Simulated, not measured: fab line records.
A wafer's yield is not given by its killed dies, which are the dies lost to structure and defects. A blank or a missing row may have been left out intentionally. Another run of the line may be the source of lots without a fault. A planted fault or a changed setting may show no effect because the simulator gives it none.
Which tool is to blame? || flow gf180mcu || 14 lots with 42 wafers sampled at 2 steps, on a route of 602 steps

WHAT EACH GAUGE READ, for each wafer
GF_CONTACT_THK_MEAS_03.
{"lot": "L493", "measured": "day 14 21:25", "on": "filmMetro-03", "CONTACT_CVD_02_THK (nm)": "844 840 858"}
{"lot": "L495", "measured": "day 15 19:18", "on": "filmMetro-03", "CONTACT_CVD_02_THK (nm)": "850 856 868"}
{"lot": "L497", "measured": "day 16 11:34", "on": "filmMetro-03", "CONTACT_CVD_02_THK (nm)": "857 868 881"}
{"lot": "L499", "measured": "day 17 13:07", "on": "filmMetro-04", "CONTACT_CVD_02_THK (nm)": "849 869 864"}
{"lot": "L502", "measured": "day 18 09:25", "on": "filmMetro-03", "CONTACT_CVD_02_THK (nm)": "852 866 858"}
{"lot": "L504", "measured": "day 19 06:55", "on": "filmMetro-01", "CONTACT_CVD_02_THK (nm)": "839 867 870"}
{"lot": "L505", "measured": "day 19 11:01", "on": "filmMetro-03", "CONTACT_CVD_02_THK (nm)": "852 864 863"}
{"lot": "L510", "measured": "day 21 06:29", "on": "filmMetro-04", "CONTACT_CVD_02_THK (nm)": "853 881 876"}
{"lot": "L511", "measured": "day 21 21:52", "on": "filmMetro-01", "CONTACT_CVD_02_THK (nm)": "864 846 865"}
{"lot": "L512", "measured": "day 22 02:52", "on": "filmMetro-03", "CONTACT_CVD_02_THK (nm)": "866 858 875"}
{"lot": "L513", "measured": "day 22 04:03", "on": "filmMetro-01", "CONTACT_CVD_02_THK (nm)": "850 864 875"}
{"lot": "L514", "measured": "day 22 17:01", "on": "filmMetro-04", "CONTACT_CVD_02_THK (nm)": "855 854 874"}
{"lot": "L515", "measured": "day 23 01:04", "on": "filmMetro-04", "CONTACT_CVD_02_THK (nm)": "852 870 863"}
{"lot": "L516", "measured": "day 23 10:19", "on": "filmMetro-04", "CONTACT_CVD_02_THK (nm)": "852 847 862"}

WHICH TOOL RAN EACH LOT (tool, then ch and the chambers of the sampled wafers, then the start)
{"lot": "L493", "GF_SALICIDE_RTA_06": "rtpAnneal-01 ch 0, day 14 20:56"}
{"lot": "L495", "GF_SALICIDE_RTA_06": "rtpAnneal-01 ch 0, day 15 18:50"}
{"lot": "L497", "GF_SALICIDE_RTA_06": "rtpAnneal-02 ch 0, day 16 11:06"}
{"lot": "L499", "GF_SALICIDE_RTA_06": "rtpAnneal-01 ch 0, day 17 12:39"}
{"lot": "L502", "GF_SALICIDE_RTA_06": "rtpAnneal-02 ch 0, day 18 08:57"}
{"lot": "L504", "GF_SALICIDE_RTA_06": "rtpAnneal-01 ch 0, day 19 06:27"}
{"lot": "L505", "GF_SALICIDE_RTA_06": "rtpAnneal-02 ch 0, day 19 10:34"}
{"lot": "L510", "GF_SALICIDE_RTA_06": "rtpAnneal-01 ch 0, day 21 06:01"}
{"lot": "L511", "GF_SALICIDE_RTA_06": "rtpAnneal-01 ch 0, day 21 21:24"}
{"lot": "L512", "GF_SALICIDE_RTA_06": "rtpAnneal-01 ch 0, day 22 02:23"}
{"lot": "L513", "GF_SALICIDE_RTA_06": "rtpAnneal-02 ch 0, day 22 03:30"}
{"lot": "L514", "GF_SALICIDE_RTA_06": "rtpAnneal-02 ch 0, day 22 16:33"}
{"lot": "L515", "GF_SALICIDE_RTA_06": "rtpAnneal-01 ch 0, day 23 00:36"}
{"lot": "L516", "GF_SALICIDE_RTA_06": "rtpAnneal-02 ch 0, day 23 09:50"}
- GF_SALICIDE_RTA_06: time 30 s.

AS READ BY THE TOOLS THEMSELVES (means over the sampled wafers that have a number; for cases with no such wafer, the mark the record gives instead)
GF_SALICIDE_RTA_06.
{"lot": "L493", "tool": "rtpAnneal-01", "lampPowerPct (%)": 5.87, "wafer_temp_C_max": 533.3}
{"lot": "L495", "tool": "rtpAnneal-01", "lampPowerPct (%)": 5.87, "wafer_temp_C_max": 532.6}
{"lot": "L497", "tool": "rtpAnneal-02", "lampPowerPct (%)": 5.50, "wafer_temp_C_max": 531.7}
{"lot": "L499", "tool": "rtpAnneal-01", "lampPowerPct (%)": 5.87, "wafer_temp_C_max": 532.7}
{"lot": "L502", "tool": "rtpAnneal-02", "lampPowerPct (%)": 5.50, "wafer_temp_C_max": 531.6}
{"lot": "L504", "tool": "rtpAnneal-01", "lampPowerPct (%)": 5.87, "wafer_temp_C_max": 532.8}
{"lot": "L505", "tool": "rtpAnneal-02", "lampPowerPct (%)": 5.50, "wafer_temp_C_max": 532.0}
{"lot": "L510", "tool": "rtpAnneal-01", "lampPowerPct (%)": 5.87, "wafer_temp_C_max": 533.3}
{"lot": "L511", "tool": "rtpAnneal-01", "lampPowerPct (%)": 5.87, "wafer_temp_C_max": 532.9}
{"lot": "L512", "tool": "rtpAnneal-01", "lampPowerPct (%)": 5.87, "wafer_temp_C_max": 533.1}
{"lot": "L513", "tool": "rtpAnneal-02", "lampPowerPct (%)": 5.50, "wafer_temp_C_max": 532.1}
{"lot": "L514", "tool": "rtpAnneal-02", "lampPowerPct (%)": 5.51, "wafer_temp_C_max": 532.2}
{"lot": "L515", "tool": "rtpAnneal-01", "lampPowerPct (%)": 5.87, "wafer_temp_C_max": 532.7}
{"lot": "L516", "tool": "rtpAnneal-02", "lampPowerPct (%)": 5.50, "wafer_temp_C_max": 531.9}

THE ANSWER, worked out from the rows above alone
Rule: the lots themselves supply what counts as usual. Put in order of their means at a reading, lots are off if they are a third of the lots or fewer, leave a main group of 4 or more, and stand apart from it by a gap of 3 or more times the standard deviation of the main group's means; of several such gaps the widest counts. A main group whose means are all the same, to the digits that the tables above print for the reading, isn't used. A lot without any number at a reading at which 4 lots or more have one is off too. Any other lot the step has rows for is counted as sound. Order of review: gauges by route order, followed by the tools' own readings, for which a lot's mean as printed above is used. The first step at which some lot is off is used, and at that step the reading that is off furthest; a lot without a number counts as furthest.
Across all readings shown, no lot is off: no conclusion can be drawn from this.

WHAT WAS PUT IN BY THE SIMULATOR
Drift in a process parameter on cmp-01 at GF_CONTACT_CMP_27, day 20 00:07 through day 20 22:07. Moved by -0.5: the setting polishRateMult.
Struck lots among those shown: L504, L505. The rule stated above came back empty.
